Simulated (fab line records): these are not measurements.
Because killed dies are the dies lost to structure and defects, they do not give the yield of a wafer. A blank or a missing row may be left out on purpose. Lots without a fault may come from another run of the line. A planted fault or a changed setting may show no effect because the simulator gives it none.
fab line records	flow sky130
[record] lots = 12	wafers = 36	last-day = 50
route steps=708 shown METAL2@484 VIA2@510 PAD_OPEN@708
lots that met no fault: taken from a fault-free run of the same line
start-h: start of the lot's first displayed wafer, in hours after the record's first day	wait-h: hours elapsed since this lot's preceding step	" the same as in the row above	L1.1+2: several wafers, shown together as one row	- value missing, or start not given	* or withheld: withheld	< > ~ a bound
route shown NAME@n: NAME is a module with steps in the file, n the number in the route of the first one	usual: mean/standard deviation of fault-free wafers	same: alike in all rows	chamber/n: place in a boat	sites: each site's reading	_std_site: how widely they spread, as a standard deviation	_edge_site: mean of outer sites minus mean of inner sites	radius-mm: how far each site lies from the wafer's centre	mask NAME#n: copy n	behind: the last tool/chamber to shape the wafer	hold: why the lot went on hold/how many hours it stayed there/how the hold came to an end	device: which transistor (n, p or np) failed to switch	end of line: at the end of the route, the tests of the same wafers	a step without rows: its recipe alone	killed: the dies lost at the first sort to structure and to defects; this is not the yield of the wafer	map: dies across one wafer; x = killed, . = not, _ = none there
set.NAME: the setting the step ran with; set.NAME@STEP: the setting that earlier step ran with	model.NAME: the simulator's own value behind a step, which no gauge read
steps of the route over a sample of lots; a table a step, a row a wafer
services: when a tool's chamber went out of use (start-h, in hours from the record's first day, below 0 if earlier), for how many hours, and the reason
[[steps]]
[step SKY_METAL2_SPUTTER_01]
[recipe] material = TiN	target-thk-nm = 20	power-w = 6500	time-s = 16.7	chamber-pressure-pa = 0.4
[usual] throttle-valve-pct = 30.0/1.1
lot.wafer	tool	chamber	start-h	wait-h	throttle-valve-pct
L904.3	pvd-sputter-03	-	797.42	0.0	28.5
L904.4	"	-	"	"	29.5
L904.6	"	-	"	"	31.0
L906.3	pvd-sputter-02	-	811.08	0.0	29.1
L906.4	"	-	"	"	31.8
L906.6	"	-	"	"	31.6
L911.1	pvd-sputter-02	-	844.17	0.0	28.8
L911.3	"	-	"	"	28.8
L911.5	"	-	"	"	29.1
L912.1	pvd-sputter-01	-	850.11	0.0	29.0
L912.3	"	-	"	"	31.1
L912.5	"	-	"	"	31.7
L916.1	pvd-sputter-02	-	876.83	0.0	28.9
L916.5	"	-	"	"	31.8
L916.6	"	-	"	"	29.4
L921.3	pvd-sputter-03	-	912.84	0.0	31.0
L921.4	"	-	"	"	28.4
L921.6	"	-	"	"	29.3
L922.1	pvd-sputter-03	-	920.35	0.0	31.0
L922.4	"	-	"	"	28.7
L922.5	"	-	"	"	28.5
L923.2	pvd-sputter-03	-	924.56	0.0	31.3
L923.5	"	-	"	"	30.8
L923.6	"	-	"	"	29.4
L924.1	pvd-sputter-03	-	941.73	0.0	30.9
L924.2	"	-	"	"	29.4
L924.6	"	-	"	"	30.8
L925.1	pvd-sputter-03	-	956.47	0.0	29.4
L925.4	"	-	"	"	31.2
L925.6	"	-	"	"	29.4
L927.3	pvd-sputter-03	-	959.59	0.0	30.8
L927.5	"	-	"	"	31.0
L927.6	"	-	"	"	31.4
L926.2	pvd-sputter-03	-	960.89	0.0	29.5
L926.5	"	-	"	"	28.7
L926.6	"	-	"	"	31.5
[step SKY_METAL2_OVL_MEAS_16]
[usual] METAL2_OVL = -2/5.7
lot.wafer	tool	chamber	start-h	wait-h	METAL2_OVL[nm]
L904.3	overlay-01	-	824.11	0.1	-7
L904.4	"	-	"	"	-15
L904.6	"	-	"	"	-13
L906.3	overlay-01	-	837.46	0.1	-5
L906.4	"	-	"	"	-2
L906.6	"	-	"	"	1
L911.1	overlay-01	-	870.30	0.1	1
L911.3	"	-	"	"	-2
L911.5	"	-	"	"	-3
L912.1	overlay-01	-	875.84	0.1	-10
L912.3	"	-	"	"	-2
L912.5	"	-	"	"	-5
L916.1	overlay-02	-	902.89	0.1	-5
L916.5	"	-	"	"	-1
L916.6	"	-	"	"	-3
L921.3	overlay-01	-	937.76	0.1	0
L921.4	"	-	"	"	1
L921.6	"	-	"	"	-4
L922.1	overlay-01	-	944.75	0.1	-5
L922.4	"	-	"	"	-10
L922.5	"	-	"	"	-6
L923.2	overlay-02	-	949.00	0.1	-4
L923.5	"	-	"	"	-1
L923.6	"	-	"	"	-9
L924.1	overlay-02	-	965.95	0.1	0
L924.2	"	-	"	"	-2
L924.6	"	-	"	"	-2
L925.1	overlay-01	-	982.16	0.1	6
L925.4	"	-	"	"	1
L925.6	"	-	"	"	7
L927.3	overlay-01	-	983.21	0.1	5
L927.5	"	-	"	"	-1
L927.6	"	-	"	"	7
L926.2	overlay-01	-	984.36	0.1	-5
L926.5	"	-	"	"	-6
L926.6	"	-	"	"	-2
[step SKY_VIA2_BOW_MEAS_03]
[recipe] mode = bow
[usual] VIA2_BOW = 86/7.7
lot.wafer	tool	chamber	start-h	wait-h	VIA2_BOW[um]
L904.3	film-metro-02	-	825.43	0.1	96
L904.4	"	-	"	"	103
L904.6	"	-	"	"	110
L906.3	film-metro-01	-	838.78	0.1	73
L906.4	"	-	"	"	82
L906.6	"	-	"	"	88
L911.1	film-metro-02	-	871.83	0.3	81
L911.3	"	-	"	"	77
L911.5	"	-	"	"	93
L912.1	film-metro-04	-	877.21	0.2	88
L912.3	"	-	"	"	92
L912.5	"	-	"	"	91
L916.1	film-metro-01	-	904.19	0.1	89
L916.5	"	-	"	"	83
L916.6	"	-	"	"	92
L921.3	film-metro-01	-	939.18	0.1	73
L921.4	"	-	"	"	101
L921.6	"	-	"	"	102
L922.1	film-metro-02	-	946.11	0.1	78
L922.4	"	-	"	"	86
L922.5	"	-	"	"	86
L923.2	film-metro-04	-	950.48	0.2	84
L923.5	"	-	"	"	81
L923.6	"	-	"	"	78
L924.1	film-metro-02	-	967.28	0.2	81
L924.2	"	-	"	"	89
L924.6	"	-	"	"	84
L925.1	film-metro-02	-	983.64	0.1	92
L925.4	"	-	"	"	83
L925.6	"	-	"	"	99
L927.3	film-metro-02	-	984.54	0.3	94
L927.5	"	-	"	"	85
L927.6	"	-	"	"	83
L926.2	film-metro-04	-	985.67	0.3	75
L926.5	"	-	"	"	95
L926.6	"	-	"	"	83
[step SKY_VIA2_SOFTBAKE_08]
[recipe] temp-c = 100	time-s = 90	resist = KrF-thick
[usual] heater-power-total-W = 57.35/0.11	run-length-s = 119.25/0.12
lot.wafer	tool	chamber	start-h	wait-h	heater-power-total-W	run-length-s
L904.3	litho-track-02	0	838	-	57.21	119.25
L904.4	"	0	"	"	57.54	119.41
L904.6	"	0	"	"	57.26	119.14
L906.3	litho-track-01	0	851	-	57.56	119.08
L906.4	"	0	"	"	57.21	119.31
L906.6	"	0	"	"	57.29	119.11
L911.1	litho-track-02	0	884	-	57.31	119.33
L911.3	"	0	"	"	59.10	111.58
L911.5	"	0	"	"	57.49	119.29
L912.1	litho-track-02	0	889	-	57.41	119.42
L912.3	"	0	"	"	59.02	111.43
L912.5	"	0	"	"	57.49	119.29
L916.1	litho-track-01	0	915	-	57.47	119.14
L916.5	"	0	916	-	57.42	119.07
L916.6	"	0	"	"	57.33	119.20
L921.3	litho-track-02	0	951	-	57.21	119.54
L921.4	"	0	"	"	57.16	119.44
L921.6	"	0	"	"	57.16	119.26
L922.1	litho-track-04	0	957	-	57.34	119.42
L922.4	"	0	"	"	57.50	119.14
L922.5	"	0	"	"	57.22	119.34
L923.2	litho-track-02	0	962	-	57.25	119.15
L923.5	"	0	"	"	57.31	119.29
L923.6	"	0	"	"	57.23	119.37
L924.1	litho-track-02	0	979	-	57.41	119.22
L924.2	"	0	"	"	57.51	119.22
L924.6	"	0	"	"	57.45	119.46
L925.1	litho-track-04	0	995	-	57.41	119.39
L925.4	"	0	"	"	57.53	119.28
L925.6	"	0	"	"	57.37	119.22
L927.3	litho-track-01	0	996	-	57.13	119.02
L927.5	"	0	"	"	57.17	119.29
L927.6	"	0	"	"	57.25	119.13
L926.2	litho-track-01	0	997	-	57.24	119.22
L926.5	"	0	"	"	57.43	119.21
L926.6	"	0	"	"	57.23	119.06
[step SKY_PAD_OPEN_PROBE_99]
[usual] defect-limited-yield = 82.5/1.9	killed_at_M0_to_M3 = 44/7.2	killed_at_M4_up = 3.1/1.7	killed-at-contacts = 25/5.1	killed-at-front-end = 14/4.6	killed-at-other = 0.3/0.59	killed-dies = 86/9.6	killed-open = 47/7.4	killed-short = 39/6	sort_bin_3_pad_short = 0.8/0.4	sort_bin_5_function = 10.4/1.5	sort_bin_6_memory = 6.2/1.1	sort-n-pass = 406/9.6	sort-yield-pct = 82.5/1.9
[same] gross-dies = 492	killed-at-back-side = 0	sort_bin_4_leakage[%] = 0	sort_bin_8_speed[%] = 0
lot.wafer	tool	chamber	start-h	wait-h	defect-limited-yield[%]	killed_at_M0_to_M3	killed_at_M4_up	killed-at-contacts	killed-at-front-end	killed-at-other	killed-dies	killed-open	killed-short	sort_bin_3_pad_short[%]	sort_bin_5_function[%]	sort_bin_6_memory[%]	sort-n-pass	sort-yield-pct[%]
L904.3	prober-01	-	1076.80	0.2	79.5	49	3	28	21	0	101	53	48	1.0	13.2	6.3	391	79.5
L904.4	prober-01	-	1076.85	0.2	79.1	46	2	32	23	0	103	53	50	1.4	12.6	6.9	389	79.1
L904.6	prober-01	-	1076.95	0.2	84.1	38	1	23	16	0	78	44	34	0.4	10.4	5.1	414	84.1
L906.3	prober-02	-	1086.97	0.2	80.9	45	3	25	20	1	94	50	44	1.0	9.8	8.3	398	80.9
L906.4	prober-02	-	1087.02	0.2	81.9	45	3	30	11	0	89	51	38	1.2	9.8	7.1	403	81.9
L906.6	prober-02	-	1087.12	0.2	83.7	37	5	26	12	0	80	54	26	0.6	10.4	5.3	412	83.7
L911.1	prober-01	-	1112.60	0.1	83.1	45	3	25	10	0	83	50	33	0.4	11.0	5.5	409	83.1
L911.3	prober-01	-	1112.70	0.2	79.7	59	5	24	9	3	100	48	52	0.8	11.0	8.5	392	79.7
L911.5	prober-01	-	1112.80	0.2	85.6	24	6	23	18	0	71	34	37	1.0	8.5	4.9	421	85.6
L912.1	prober-02	-	1117.95	0.1	85.6	45	2	18	6	0	71	41	30	0.8	7.9	5.7	421	85.6
L912.3	prober-02	-	1118.05	0.2	82.7	48	3	19	15	0	85	48	37	0.2	10.6	6.5	407	82.7
L912.5	prober-02	-	1118.15	0.2	78.9	50	2	34	17	1	104	59	45	0.6	11.8	8.7	388	78.9
L916.1	prober-02	-	1140.13	0.1	83.1	45	2	24	12	0	83	35	48	1.4	10.4	5.1	409	83.1
L916.5	prober-02	-	1140.33	0.2	82.9	46	3	27	8	0	84	43	41	0.6	10.8	5.7	408	82.9
L916.6	prober-02	-	1140.38	0.2	84.6	33	1	24	18	0	76	44	32	1.0	9.3	5.1	416	84.6
L921.3	prober-01	-	1165.56	0.2	81.9	51	3	26	9	0	89	43	46	1.0	9.3	7.7	403	81.9
L921.4	prober-01	-	1165.61	0.2	83.3	49	2	18	13	0	82	44	38	0.4	11.2	5.1	410	83.3
L921.6	prober-01	-	1165.71	0.2	85.6	35	5	18	12	1	71	40	31	0.8	9.6	4.1	421	85.6
L922.1	prober-02	-	1167.71	0.1	81.5	46	0	22	23	0	91	51	40	1.2	10.8	6.5	401	81.5
L922.4	prober-02	-	1167.86	0.2	82.9	50	2	24	7	1	84	53	31	0.6	10.2	6.3	408	82.9
L922.5	prober-02	-	1167.91	0.2	84.1	44	3	14	16	1	78	43	35	0.8	8.7	6.3	414	84.1
L923.2	prober-01	-	1171.74	0.1	85.8	39	1	18	12	0	70	41	29	0.4	9.3	4.5	422	85.8
L923.5	prober-01	-	1171.89	0.2	84.3	42	2	24	9	0	77	43	34	0.2	9.3	6.1	415	84.3
L923.6	prober-01	-	1171.94	0.2	81.9	47	6	25	11	0	89	46	43	1.0	10.6	6.5	403	81.9
L924.1	prober-02	-	1183.00	0.1	82.3	39	4	23	21	0	87	49	38	1.4	10.4	5.9	405	82.3
L924.2	prober-02	-	1183.05	0.1	79.3	42	4	31	24	1	102	63	39	0.8	13.2	6.7	390	79.3
L924.6	prober-02	-	1183.25	0.2	81.5	43	6	26	16	0	91	56	35	1.6	8.9	7.9	401	81.5
L925.1	prober-01	-	1194.15	0.1	79.9	47	4	30	17	1	99	49	50	0	12.6	7.5	393	79.9
L925.4	prober-01	-	1194.30	0.2	82.1	37	4	26	21	0	88	37	51	1.4	10.0	6.5	404	82.1
L925.6	prober-01	-	1194.40	0.2	80.5	56	2	18	20	0	96	59	37	0.4	12.8	6.3	396	80.5
L927.3	prober-02	-	1195.55	0.2	81.1	48	0	23	21	1	93	49	44	0.6	11.6	6.7	399	81.1
L927.5	prober-02	-	1195.65	0.2	82.1	40	3	32	13	0	88	52	36	0.4	10.8	6.7	404	82.1
L927.6	prober-02	-	1195.70	0.2	85.8	39	0	25	6	0	70	38	32	1.0	8.7	4.5	422	85.8
L926.2	prober-01	-	1196.01	0.1	85.0	38	3	21	12	0	74	42	32	0.6	8.7	5.7	418	85.0
L926.5	prober-01	-	1196.16	0.2	84.3	44	2	24	7	0	77	45	32	0.6	9.6	5.5	415	84.3
L926.6	prober-01	-	1196.21	0.2	83.9	38	5	22	14	0	79	44	35	0	9.6	6.5	413	83.9
// killed by level:class
L904.3 VIA1:geometric-particle:open=13 VIA2:geometric-particle:open=12 LOCAL_INTERCONNECT:geometric-particle:short=9 FIELD_ISO:geometric-particle:open=8 LI_CONTACT:geometric-particle:open=6 VIA1:geometric-particle:short=6 FIELD_ISO:geometric-particle:short=5 CONTACT:geometric-particle:open=5
L904.4 VIA1:geometric-particle:open=11 LOCAL_INTERCONNECT:geometric-particle:short=8 CONTACT:geometric-particle:open=8 POLY_GATE:geometric-particle:open=7 LI_CONTACT:geometric-particle:short=6 LI_CONTACT:geometric-particle:open=6 METAL1:geometric-particle:short=6 METAL2:geometric-particle:short=6
L904.6 VIA3:geometric-particle:open=10 VIA1:geometric-particle:open=8 METAL1:geometric-particle:short=7 LI_CONTACT:geometric-particle:open=6 LOCAL_INTERCONNECT:geometric-particle:short=6 CONTACT:geometric-particle:open=6 CONTACT:geometric-particle:short=5 FIELD_ISO:geometric-particle:open=4
L906.3 VIA1:geometric-particle:open=12 FIELD_ISO:geometric-particle:short=9 CONTACT:geometric-particle:open=9 VIA3:geometric-particle:open=8 LI_CONTACT:geometric-particle:open=7 VIA2:geometric-particle:open=7 VIA3:geometric-particle:short=6 POLY_GATE:geometric-particle:short=4
L906.4 CONTACT:geometric-particle:open=13 VIA1:geometric-particle:open=10 VIA2:geometric-particle:open=10 CONTACT:geometric-particle:short=6 LI_CONTACT:geometric-particle:open=6 METAL1:geometric-particle:short=5 VIA1:geometric-particle:short=5 METAL2:geometric-particle:short=4
L906.6 VIA1:geometric-particle:open=13 CONTACT:geometric-particle:open=12 VIA2:geometric-particle:open=7 FIELD_ISO:geometric-particle:open=6 LI_CONTACT:geometric-particle:open=6 CONTACT:geometric-particle:short=4 METAL4:geometric-particle:short=4 VIA3:geometric-particle:open=4
L911.1 VIA1:geometric-particle:open=9 CONTACT:geometric-particle:open=9 VIA1:geometric-particle:short=8 METAL2:geometric-particle:short=7 FIELD_ISO:geometric-particle:open=6 LI_CONTACT:geometric-particle:open=6 VIA3:geometric-particle:open=6 VIA2:geometric-particle:open=4
L911.3 VIA1:geometric-particle:open=15 METAL2:geometric-particle:short=12 CONTACT:geometric-particle:open=8 METAL1:geometric-particle:short=7 LI_CONTACT:geometric-particle:open=5 LOCAL_INTERCONNECT:geometric-particle:short=5 VIA1:geometric-particle:short=5 METAL2:geometric-particle:open=4
L911.5 VIA1:geometric-particle:open=9 LI_CONTACT:geometric-particle:open=7 FIELD_ISO:geometric-particle:short=6 CONTACT:geometric-particle:open=6 CONTACT:geometric-particle:short=5 FIELD_ISO:geometric-particle:open=4 POLY_GATE:geometric-particle:short=4 METAL4:geometric-particle:short=4
L912.1 VIA2:geometric-particle:open=10 VIA1:geometric-particle:open=9 LI_CONTACT:geometric-particle:open=8 VIA1:geometric-particle:short=7 METAL2:geometric-particle:short=7 VIA3:geometric-particle:open=6 CONTACT:geometric-particle:open=4 LOCAL_INTERCONNECT:geometric-particle:short=3
L912.3 VIA1:geometric-particle:open=10 VIA1:geometric-particle:short=7 CONTACT:geometric-particle:open=6 VIA2:geometric-particle:open=6 FIELD_ISO:geometric-particle:short=5 FIELD_ISO:geometric-particle:open=5 LI_CONTACT:geometric-particle:open=5 VIA3:geometric-particle:open=5
L912.5 CONTACT:geometric-particle:open=12 LI_CONTACT:geometric-particle:open=8 CONTACT:geometric-particle:short=8 VIA1:geometric-particle:open=8 VIA2:geometric-particle:open=8 VIA3:geometric-particle:open=8 METAL2:geometric-particle:short=7 FIELD_ISO:geometric-particle:open=6
L916.1 METAL2:geometric-particle:short=9 CONTACT:geometric-particle:open=9 VIA1:geometric-particle:open=7 VIA2:geometric-particle:open=6 METAL1:geometric-particle:short=5 VIA3:geometric-particle:short=5 FIELD_ISO:geometric-particle:open=4 LI_CONTACT:geometric-particle:open=4
L916.5 CONTACT:geometric-particle:open=12 METAL2:geometric-particle:short=9 VIA3:geometric-particle:open=6 METAL1:geometric-particle:short=6 VIA1:geometric-particle:open=6 VIA2:geometric-particle:open=6 CONTACT:geometric-particle:short=5 LOCAL_INTERCONNECT:geometric-particle:short=4
L916.6 VIA1:geometric-particle:open=14 POLY_GATE:geometric-particle:short=8 LI_CONTACT:geometric-particle:open=8 CONTACT:geometric-particle:open=6 METAL1:geometric-particle:short=5 VIA2:geometric-particle:open=5 LOCAL_INTERCONNECT:geometric-particle:short=4 CONTACT:geometric-particle:short=4
L921.3 VIA1:geometric-particle:open=12 CONTACT:geometric-particle:open=9 LI_CONTACT:geometric-particle:open=7 METAL2:geometric-particle:short=7 METAL3:geometric-particle:short=7 VIA2:geometric-particle:open=5 VIA2:geometric-particle:short=5 CONTACT:geometric-particle:short=4
L921.4 VIA1:geometric-particle:open=13 CONTACT:geometric-particle:open=8 METAL1:geometric-particle:short=8 METAL2:geometric-particle:short=6 VIA3:geometric-particle:open=6 VIA2:geometric-particle:open=5 FIELD_ISO:geometric-particle:open=4 LI_CONTACT:geometric-particle:short=4
L921.6 VIA1:geometric-particle:open=8 CONTACT:geometric-particle:open=7 VIA2:geometric-particle:open=6 CONTACT:geometric-particle:short=5 FIELD_ISO:geometric-particle:open=4 LI_CONTACT:geometric-particle:open=4 VIA1:geometric-particle:short=4 METAL1:geometric-particle:short=4
L922.1 VIA1:geometric-particle:open=13 CONTACT:geometric-particle:open=10 FIELD_ISO:geometric-particle:short=9 VIA2:geometric-particle:open=7 FIELD_ISO:geometric-particle:open=5 CONTACT:geometric-particle:short=5 VIA3:geometric-particle:open=5 VIA1:geometric-particle:short=4
L922.4 CONTACT:geometric-particle:open=12 VIA2:geometric-particle:open=11 VIA1:geometric-particle:open=8 CONTACT:geometric-particle:short=7 VIA3:geometric-particle:open=6 METAL1:geometric-particle:short=5 LI_CONTACT:geometric-particle:open=4 VIA1:geometric-particle:short=4
L922.5 VIA1:geometric-particle:open=10 METAL2:geometric-particle:short=8 VIA1:geometric-particle:short=7 VIA2:geometric-particle:open=7 FIELD_ISO:geometric-particle:open=5 CONTACT:geometric-particle:short=5 FIELD_ISO:geometric-particle:short=4 POLY_GATE:geometric-particle:open=4
L923.2 VIA1:geometric-particle:open=12 CONTACT:geometric-particle:open=8 VIA3:geometric-particle:open=6 FIELD_ISO:geometric-particle:short=4 LI_CONTACT:geometric-particle:open=4 METAL1:geometric-particle:short=4 VIA3:geometric-particle:short=4 POLY_CUT:geometric-particle:open=3
L923.5 VIA1:geometric-particle:open=14 CONTACT:geometric-particle:open=11 VIA1:geometric-particle:short=6 CONTACT:geometric-particle:short=5 METAL1:geometric-particle:short=5 POLY_GATE:geometric-particle:short=4 LI_CONTACT:geometric-particle:short=4 LI_CONTACT:geometric-particle:open=4
L923.6 VIA1:geometric-particle:open=13 VIA3:geometric-particle:open=12 CONTACT:geometric-particle:open=8 METAL2:geometric-particle:short=7 LOCAL_INTERCONNECT:geometric-particle:short=6 METAL4:geometric-particle:short=6 LI_CONTACT:geometric-particle:short=5 METAL1:geometric-particle:short=5
L924.1 VIA1:geometric-particle:open=11 CONTACT:geometric-particle:open=7 FIELD_ISO:geometric-particle:open=6 VIA3:geometric-particle:open=6 LI_CONTACT:geometric-particle:open=5 METAL2:geometric-particle:short=5 METAL1:geometric-particle:short=4 POLY_GATE:geometric-particle:short=4
L924.2 VIA1:geometric-particle:open=10 FIELD_ISO:geometric-particle:open=9 CONTACT:geometric-particle:open=9 LI_CONTACT:geometric-particle:open=7 POLY_GATE:geometric-particle:open=6 LOCAL_INTERCONNECT:geometric-particle:short=6 METAL2:geometric-particle:short=6 CONTACT:geometric-particle:short=6
L924.6 VIA1:geometric-particle:open=13 CONTACT:geometric-particle:open=12 VIA2:geometric-particle:open=7 LI_CONTACT:geometric-particle:open=6 METAL2:geometric-particle:short=5 CONTACT:geometric-particle:short=4 VIA3:geometric-particle:open=4 METAL4:geometric-particle:short=4
L925.1 VIA1:geometric-particle:open=15 VIA3:geometric-particle:open=8 LOCAL_INTERCONNECT:geometric-particle:short=8 CONTACT:geometric-particle:short=7 POLY_GATE:geometric-particle:open=6 METAL2:geometric-particle:short=6 LI_CONTACT:geometric-particle:short=5 LI_CONTACT:geometric-particle:open=5
L925.4 CONTACT:geometric-particle:open=12 FIELD_ISO:geometric-particle:short=6 CONTACT:geometric-particle:short=6 METAL2:geometric-particle:short=6 METAL1:geometric-particle:short=6 VIA3:geometric-particle:open=6 FIELD_ISO:geometric-particle:open=5 POLY_GATE:geometric-particle:short=5
L925.6 VIA3:geometric-particle:open=11 VIA1:geometric-particle:open=10 CONTACT:geometric-particle:open=8 METAL1:geometric-particle:short=8 VIA2:geometric-particle:open=8 FIELD_ISO:geometric-particle:open=5 LI_CONTACT:geometric-particle:open=5 VIA3:geometric-particle:short=5
L927.3 VIA1:geometric-particle:open=8 LI_CONTACT:geometric-particle:open=8 METAL1:geometric-particle:short=8 FIELD_ISO:geometric-particle:short=6 CONTACT:geometric-particle:open=6 VIA3:geometric-particle:open=6 VIA2:geometric-particle:open=6 LOCAL_INTERCONNECT:geometric-particle:short=5
L927.5 LI_CONTACT:geometric-particle:open=12 VIA1:geometric-particle:open=10 VIA2:geometric-particle:open=10 CONTACT:geometric-particle:open=9 POLY_GATE:geometric-particle:short=7 METAL1:geometric-particle:short=6 CONTACT:geometric-particle:short=5 LOCAL_INTERCONNECT:geometric-particle:short=4
L927.6 CONTACT:geometric-particle:open=10 METAL1:geometric-particle:short=9 VIA1:geometric-particle:open=7 VIA2:geometric-particle:open=6 METAL2:geometric-particle:short=5 LI_CONTACT:geometric-particle:open=4 LOCAL_INTERCONNECT:geometric-particle:short=4 LI_CONTACT:geometric-particle:short=3
L926.2 VIA2:geometric-particle:open=9 VIA1:geometric-particle:open=7 LI_CONTACT:geometric-particle:open=6 CONTACT:geometric-particle:open=6 METAL1:geometric-particle:short=5 VIA3:geometric-particle:open=5 LI_CONTACT:geometric-particle:short=4 CONTACT:geometric-particle:short=4
L926.5 VIA1:geometric-particle:open=11 LI_CONTACT:geometric-particle:open=9 CONTACT:geometric-particle:open=8 VIA2:geometric-particle:open=8 METAL1:geometric-particle:short=5 VIA1:geometric-particle:short=5 LI_CONTACT:geometric-particle:short=4 VIA3:geometric-particle:open=4
L926.6 VIA1:geometric-particle:open=12 CONTACT:geometric-particle:open=9 VIA2:geometric-particle:open=8 POLY_GATE:geometric-particle:short=6 VIA1:geometric-particle:short=5 POLY_GATE:geometric-particle:open=4 LI_CONTACT:geometric-particle:short=4 LI_CONTACT:geometric-particle:open=4
[[services]]
tool	chamber	start-h	hours	kind
pvd-sputter-01	-	827.98	10.1	repair
pvd-sputter-01	-	850.88	5.4	repair
pvd-sputter-03	-	862.52	24.1	repair
pvd-sputter-02	-	911.20	1.0	repair
pvd-sputter-03	-	937.20	3.6	repair
pvd-sputter-01	-	969.70	1.8	repair
pvd-sputter-01	-	974.84	60.0	repair
[[key]]
[first-sign] step = SKY_VIA2_SOFTBAKE_08	reading = run-length-s	direction = down	sigmas = 67	usual = *	struck = *
[effect] step = SKY_VIA2_SOFTBAKE_08	reading = heater-power-total-W	direction = up	sigmas = 16	usual = *	struck = *
met-at SKY_VIA2_SOFTBAKE_08
struck-lots L911,L912
struck-wafers L911.3,L912.3
not-acting-at SKY_METAL2_SPUTTER_01,SKY_METAL2_OVL_MEAS_16,SKY_VIA2_BOW_MEAS_03
onset-between 838 884
[fault] kind = process-parameter-drift	tool = litho-track-02	chamber = -	onset-h = 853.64	steps = SKY_VIA2_SOFTBAKE_08	channel = time-s	offset = *	shape = step	end-h = 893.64	scope = struck-wafers-only	acts-in = *	stated = *
